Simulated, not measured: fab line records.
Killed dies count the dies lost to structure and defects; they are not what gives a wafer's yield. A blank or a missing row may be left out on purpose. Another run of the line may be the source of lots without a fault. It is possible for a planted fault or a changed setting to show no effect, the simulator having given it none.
fab line records -- flow sfq-line
record: lots: 5, wafers: 15, last-day: 86
route steps=325 shown M3@132 I3@133
lots that met no fault: from a run of the same line without faults
start-h: hours from the record's opening day to when the first of the lot's shown wafers began -- wait-h: hours from the lot's prior step to this one -- " the same as in the row above -- L1.1+2: a row that stands for several wafers -- - value missing, or start not given -- * or withheld: withheld -- < > ~ a bound
route shown NAME@n: NAME is a module with steps in the file, n the number in the route of the first one -- usual: mean/standard deviation taken from wafers without a fault -- same: alike in all rows -- chamber/n: place in a boat -- sites: per-site readings -- _std_site: standard deviation of those values -- _edge_site: outer sites' mean less inner sites' -- radius-mm: for every site, how far away it sits from the centre of the wafer -- mask NAME#n: copy n -- behind: the most recent tool/chamber to have shaped the wafer -- hold: reason for holding the lot/hours on hold/outcome of the hold -- device: which transistor (n, p or np) failed to switch -- end of line: the route-end tests of the same wafers -- a step with no rows: only its recipe -- killed: not the wafer's yield, but the dies lost to structure and defects at the first sort -- map: shows each die of a wafer: x if killed, . if not, _ if none is there
set.NAME: the run value of the setting; set.NAME@STEP: its run value at that earlier step -- model.NAME: the simulator's own value behind a step, which no gauge read
lots at selected steps of the route; one table per step, one row per wafer
services: the hour from which a tool's chamber was out of use, counted from the record's first day as start-h (under 0 if before that day), plus the number of hours and why
== steps ==
step: SFQ_TRILAYER_M3_STRIP_SOLV_CLEAN_080
recipe: chemistry: NMP, temp-c: 70, time-s: 600
step: SFQ_TRILAYER_I3_DEP_PECVD_081
recipe: material: SiO2, temp-c: 150, time-s: 111.11, pressure-torr: 2.4, rf-w: 183.3, precursor: SiH4/N2O, target-thk-nm: 500
usual: heater-power-w: 95/22, rf-fwd-power-W: 182.3/0.6, susceptor-temp-C: 149.99/0.16, throttle-valve-pct: 25.2/2
same: time-s: 111.11
lot.wafer,tool,chamber,start-h,wait-h,heater-power-w,rf-fwd-power-W,susceptor-temp-C,throttle-valve-pct
L709.1,pecvd-02,2,619.99,0.0,68,181.8,149.87,23.5
L709.2,pecvd-02,1,619.99,0.0,84,182.1,149.97,21.5
L709.5,pecvd-02,2,619.99,0.0,71,182.5,150.12,23.0
L713.2,pecvd-02,0,894.64,0.0,79,181.7,149.88,24.4
L713.4,pecvd-02,0,894.64,0.0,82,182.0,149.97,24.4
L713.5,pecvd-02,2,894.64,0.0,67,182.6,149.85,24.2
L719.2,pecvd-02,1,910.24,0.0,87,181.8,150.21,21.7
L719.4,pecvd-02,1,910.24,0.0,72,181.6,149.98,22.0
L719.6,pecvd-02,0,910.24,0.0,73,182.3,149.91,24.2
L722.1,pecvd-02,0,917.44,0.0,80,181.1,149.95,24.4
L722.3,pecvd-02,1,917.44,0.0,83,182.4,150.08,22.2
L722.4,pecvd-02,1,917.44,0.0,85,182.7,150.19,21.9
L725.2,pecvd-02,2,924.64,0.0,73,181.8,150.20,24.0
L725.4,pecvd-02,1,924.64,0.0,71,182.4,149.90,22.1
L725.5,pecvd-02,2,924.64,0.0,76,181.6,150.09,24.5
step: SFQ_TRILAYER_I3_CMP_CMP_082
recipe: material: SiO2, down-force-psi: 3, platen-rpm: 60, pad-velocity-m-s: 0.94248
usual: motor-current-A: 9.9/0.96, time-to-endpoint-s: 213/7.3
lot.wafer,tool,chamber,start-h,wait-h,motor-current-A,time-to-endpoint-s
L709.2,cmp-02,2,658.13,38.1,9.4,213
L709.1,cmp-02,1,659.63,39.6,10.0,213
L709.5,cmp-02,2,659.63,39.6,9.8,215
L713.4,cmp-02,0,895.82,1.1,9.9,213
L713.2,cmp-02,1,895.82,1.1,10.2,219
L713.5,cmp-02,3,897.32,2.6,11.6,217
L719.2,cmp-01,0,910.32,0.0,9.7,197
L719.4,cmp-01,1,910.32,0.0,9.8,212
L719.6,cmp-01,1,912.82,2.5,9.4,211
L722.1,cmp-02,0,919.72,2.2,9.7,197
L722.3,cmp-02,1,919.72,2.2,9.9,208
L722.4,cmp-02,3,921.22,3.7,11.1,204
L725.2,cmp-02,0,926.22,1.5,9.5,199
L725.4,cmp-02,1,926.22,1.5,9.9,212
L725.5,cmp-02,0,928.22,3.5,9.9,203
step: SFQ_I3_BOW_MEAS_922
recipe: mode: bow
usual: I3_BOW: 2/9.1
lot.wafer,tool,chamber,start-h,wait-h,I3_BOW[um]
L709.1,film-metro-02,-,661.13,1.0,-2
L709.2,film-metro-02,-,661.13,1.0,8
L709.5,film-metro-02,-,661.13,1.0,16
L713.2,film-metro-02,-,898.34,1.5,1
L713.4,film-metro-02,-,898.34,1.5,1
L713.5,film-metro-02,-,898.34,1.5,7
L719.2,film-metro-01,-,913.34,2.5,-7
L719.4,film-metro-01,-,913.34,2.5,-3
L719.6,film-metro-01,-,913.34,2.5,-14
L722.1,film-metro-02,-,922.72,2.5,2
L722.3,film-metro-02,-,922.72,2.5,0
L722.4,film-metro-02,-,922.72,2.5,-4
L725.2,film-metro-02,-,928.74,2.0,7
L725.4,film-metro-02,-,928.74,2.0,4
L725.5,film-metro-02,-,928.74,2.0,5
step: SFQ_TRILAYER_I3_METRO_MEASURE_083
usual: thk-nm: 199.6/0.94
lot.wafer,tool,chamber,start-h,wait-h,thk-nm
L709.1,film-metro-02,-,661.25,0.1,199.6
L709.2,film-metro-02,-,661.25,0.1,200.1
L709.5,film-metro-02,-,661.25,0.1,201.2
L713.2,film-metro-02,-,898.64,0.3,199.1
L713.4,film-metro-02,-,898.64,0.3,199.8
L713.5,film-metro-02,-,898.64,0.3,199.5
L719.2,film-metro-01,-,913.64,0.3,200.8
L719.4,film-metro-01,-,913.64,0.3,200.1
L719.6,film-metro-01,-,913.64,0.3,201.1
L722.1,film-metro-02,-,922.84,0.1,198.2
L722.3,film-metro-02,-,922.84,0.1,198.7
L722.4,film-metro-02,-,922.84,0.1,198.9
L725.2,film-metro-02,-,929.04,0.3,198.9
L725.4,film-metro-02,-,929.04,0.3,199.2
L725.5,film-metro-02,-,929.04,0.3,199.0
step: SFQ_TRILAYER_I3_VIA_LITHO_COAT_090
recipe: resist: BARC, spin-rpm: 3000, resist-thk-nm: 62
step: SFQ_TRILAYER_I3_VIA_LITHO_COAT_085
recipe: resist: KrF, spin-rpm: 3000, resist-thk-nm: 650
step: SFQ_TRILAYER_I3_VIA_LITHO_SOFTBAKE_089
recipe: temp-c: withheld, time-s: withheld, resist: KrF
step: SFQ_TRILAYER_I3_VIA_LITHO_EXPOSE_086
recipe: mask-id: I3, na: 0.6, source-shape: conventional, sigma-outer: 0.65, target-cd-nm: 500, dose-mj: 21.3
step: SFQ_TRILAYER_I3_VIA_LITHO_PEB_088
recipe: peb-temp-c: 115, peb-time-s: 60, resist: KrF
step: SFQ_TRILAYER_I3_VIA_LITHO_DEVELOP_087
recipe: time-s: 60, resist: KrF
step: SFQ_I3_OVL_MEAS_923
usual: I3_OVL: -2/5.6
lot.wafer,tool,chamber,start-h,wait-h,I3_OVL[nm]
L709.1,overlay-01,-,806.54,0.1,-3
L709.2,overlay-01,-,806.54,0.1,-10
L709.5,overlay-01,-,806.54,0.1,-3
L713.2,overlay-02,-,901.98,0.1,-3
L713.4,overlay-02,-,901.98,0.1,-11
L713.5,overlay-02,-,901.98,0.1,-1
L719.2,overlay-02,-,916.90,0.1,2
L719.4,overlay-02,-,916.90,0.1,4
L719.6,overlay-02,-,916.90,0.1,2
L722.1,overlay-02,-,926.29,0.1,1
L722.3,overlay-02,-,926.29,0.1,3
L722.4,overlay-02,-,926.29,0.1,-9
L725.2,overlay-01,-,932.30,0.1,7
L725.4,overlay-01,-,932.30,0.1,6
L725.5,overlay-01,-,932.30,0.1,5
step: SFQ_TRILAYER_I3_VIA_BARC_OPEN_VIA_ETCH_121
recipe: mask-material: PR, chemistry: O2, target-depth-nm: 125, target: BARC, source-w: 500, bias-w: 80, pressure-mtorr: 30, time-s: 41.7
usual: drypump-motor-current-A: 5.9/0.47, oes-product-au: 0.684/0.0048, rf-fwd-power-W: 494.1/2.1, run-length-s: 70.0/0.46
lot.wafer,tool,chamber,start-h,wait-h,drypump-motor-current-A,oes-product-au,rf-fwd-power-W,rf-hours-counter-h,run-length-s,model.KrF_of_TRILAYER_I3_VIA_LITHO_COAT_085.thk-nm
L709.1,rie-diel-04,2,806.57,0.0,6.2,0.686,494.4,19,69.3,570.5
L709.2,rie-diel-04,1,806.57,0.0,5.7,0.686,493.2,8,70.0,572.7
L709.5,rie-diel-04,2,806.57,0.0,6.2,0.692,493.7,-,69.4,571
L713.2,rie-diel-02,3,902.01,0.0,5.6,0.681,493.1,6,70.3,574.3
L713.4,rie-diel-02,0,902.01,0.0,5.8,0.682,493.6,-,70.1,574.2
L713.5,rie-diel-02,3,902.01,0.0,5.6,0.686,494.5,-,70.4,574.6
L719.2,rie-diel-03,0,916.93,0.0,5.7,0.687,490.7,5,69.7,575.2
L719.4,rie-diel-03,2,916.93,0.0,5.7,0.683,497.2,-,69.7,575.7
L719.6,rie-diel-03,0,916.93,0.0,5.7,0.681,493.5,-,69.2,574.7
L722.1,rie-diel-04,1,926.33,0.0,5.7,0.591,494.9,10,87.3,549.1
L722.3,rie-diel-04,0,926.33,0.0,6.5,0.599,492.4,14,88.0,549.6
L722.4,rie-diel-04,2,926.33,0.0,6.2,0.679,496.9,21,69.7,570.4
L725.2,rie-diel-03,1,932.33,0.0,6.6,0.685,493.1,12,69.7,570.9
L725.4,rie-diel-03,3,932.33,0.0,4.8,0.679,497.5,-,70.6,571.4
L725.5,rie-diel-03,1,932.33,0.0,6.6,0.683,497.2,-,69.7,569.8
step: SFQ_TRILAYER_I3_VIA_ETCH_VIA_ETCH_088
recipe: target: SiO2, stop-on: Nb, mask-material: PR, taper-deg: 20, chemistry: CHF3, target-depth-nm: 260, source-w: 500, bias-w: 80, pressure-mtorr: 30, time-s: withheld
usual: drypump-motor-current-A: 5.9/0.47, oes-product-au: 0.854/0.005, rf-fwd-power-W: 498.0/1.5
lot.wafer,tool,chamber,start-h,wait-h,drypump-motor-current-A,oes-product-au,rf-fwd-power-W,model.KrF_of_TRILAYER_I3_VIA_LITHO_COAT_085.thk-nm
L709.1,rie-diel-04,2,806.61,0.0,6.2,0.849,495.7,525.5
L709.2,rie-diel-04,1,806.61,0.0,5.7,0.852,501.8,527.8
L709.5,rie-diel-04,2,806.61,0.0,6.2,0.858,498.1,526
L713.2,rie-diel-02,3,902.05,0.0,5.5,0.853,496.5,529.9
L713.4,rie-diel-02,0,902.05,0.0,5.8,0.847,497.4,528.9
L713.5,rie-diel-02,3,902.05,0.0,5.6,0.859,498.3,530.7
L719.2,rie-diel-03,0,916.97,0.0,5.7,0.863,496.0,529.5
L719.4,rie-diel-03,2,916.97,0.0,5.7,0.863,499.0,530.6
L719.6,rie-diel-03,0,916.97,0.0,5.7,0.857,496.2,529.1
L722.1,rie-diel-04,1,926.37,0.0,5.7,0.842,498.2,504
L722.3,rie-diel-04,0,926.37,0.0,6.5,0.852,496.2,505.3
L722.4,rie-diel-04,2,926.37,0.0,6.2,0.848,499.1,526.2
L725.2,rie-diel-03,1,932.37,0.0,6.6,0.847,498.2,525.1
L725.4,rie-diel-03,3,932.37,0.0,4.8,0.843,499.1,526.8
L725.5,rie-diel-03,1,932.37,0.0,6.6,0.851,499.2,524.1
step: SFQ_TRILAYER_I3_VIA_STRIP_STRIP_089
recipe: gas: O2, power-w: 200, platen-temp-c: 40, overash-fraction: 0.65, chemistry: O2, pressure-mtorr: 50
usual: drypump-motor-current-A: 5.6/0.43, oes-product-au: 0.998/0.0067
lot.wafer,tool,chamber,start-h,wait-h,drypump-motor-current-A,oes-product-au,rf-hours-counter-h
L709.1,rie-metal-03,0,806.73,-,5.1,0.996,123
L709.2,rie-metal-03,1,806.73,-,6.4,1.001,90
L709.5,rie-metal-03,0,806.73,-,5.1,0.998,-
L713.2,rie-metal-01,1,902.16,-,5.4,1.001,145
L713.4,rie-metal-01,0,902.16,-,5.3,0.997,-
L713.5,rie-metal-01,1,902.16,-,5.4,0.999,-
L719.2,rie-metal-01,0,917.08,-,5.3,1.000,33
L719.4,rie-metal-01,1,917.08,-,5.4,1.009,-
L719.6,rie-metal-01,1,917.08,-,5.4,1.004,-
L722.1,rie-metal-01,1,926.48,-,5.4,1.004,149
L722.3,rie-metal-01,1,926.48,-,5.4,0.999,-
L722.4,rie-metal-01,1,926.48,-,5.4,1.000,-
L725.2,rie-metal-03,1,932.48,-,6.4,0.992,108
L725.4,rie-metal-03,0,932.48,-,5.1,1.001,-
L725.5,rie-metal-03,1,932.48,-,6.4,1.001,-
== services ==
tool,chamber,start-h,hours,kind
film-metro-02,-,606.83,0.7,pm
rie-diel-04,3,608.39,6.6,repair
film-metro-02,-,612.59,2.4,pm
rie-diel-03,-,618.74,0.5,repair
film-metro-02,-,619.42,2.8,pm
rie-diel-03,-,634.55,0.2,repair
cmp-02,-,637.75,1.0,repair
film-metro-02,-,652.72,7.9,repair
rie-diel-03,-,659.72,1.7,repair
rie-diel-04,0,664.66,4.5,repair
pecvd-02,-,690.83,1.4,repair
film-metro-02,-,702.59,3.8,pm
pecvd-02,2,724.14,12.9,repair
rie-diel-03,0,730.55,4.3,repair
cmp-02,-,752.81,1.8,repair
rie-diel-03,-,758.82,2.8,pm
pecvd-02,-,763.51,6.0,pm
rie-diel-04,1,792.31,9.4,repair
cmp-02,-,793.04,1.1,repair
rie-diel-04,1,826.64,10.4,repair
cmp-02,-,846.71,3.7,pm
rie-diel-04,0,851.63,6.1,repair
pecvd-02,0,854.93,3.4,repair
pecvd-02,2,919.10,3.4,repair
== key ==
first-sign: step: SFQ_TRILAYER_I3_VIA_BARC_OPEN_VIA_ETCH_121, reading: run-length-s, direction: up, sigmas: 38, usual: *, struck: *
effect: step: SFQ_TRILAYER_I3_VIA_BARC_OPEN_VIA_ETCH_121, reading: oes-product-au, direction: down, sigmas: 19, usual: 0.684, struck: 0.595
model-effect: step: SFQ_TRILAYER_I3_VIA_BARC_OPEN_VIA_ETCH_121, value: KrF_of_TRILAYER_I3_VIA_LITHO_COAT_085.thk-nm, without: 570.6, struck: 549.3
model-effect: step: SFQ_TRILAYER_I3_VIA_ETCH_VIA_ETCH_088, value: KrF_of_TRILAYER_I3_VIA_LITHO_COAT_085.thk-nm, without: 525.9, struck: 504.6
met-at SFQ_TRILAYER_I3_VIA_BARC_OPEN_VIA_ETCH_121
struck-wafers L722.1,L722.3
onset-between 806.57 926.33
fault: kind: process-parameter-drift, tool: rie-diel-04, chamber: -, onset-h: 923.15, steps: SFQ_TRILAYER_I3_VIA_BARC_OPEN_VIA_ETCH_121, channel: time-s, offset: *, shape: step, end-h: 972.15, scope: struck-wafers-only, acts-in: *, stated: *
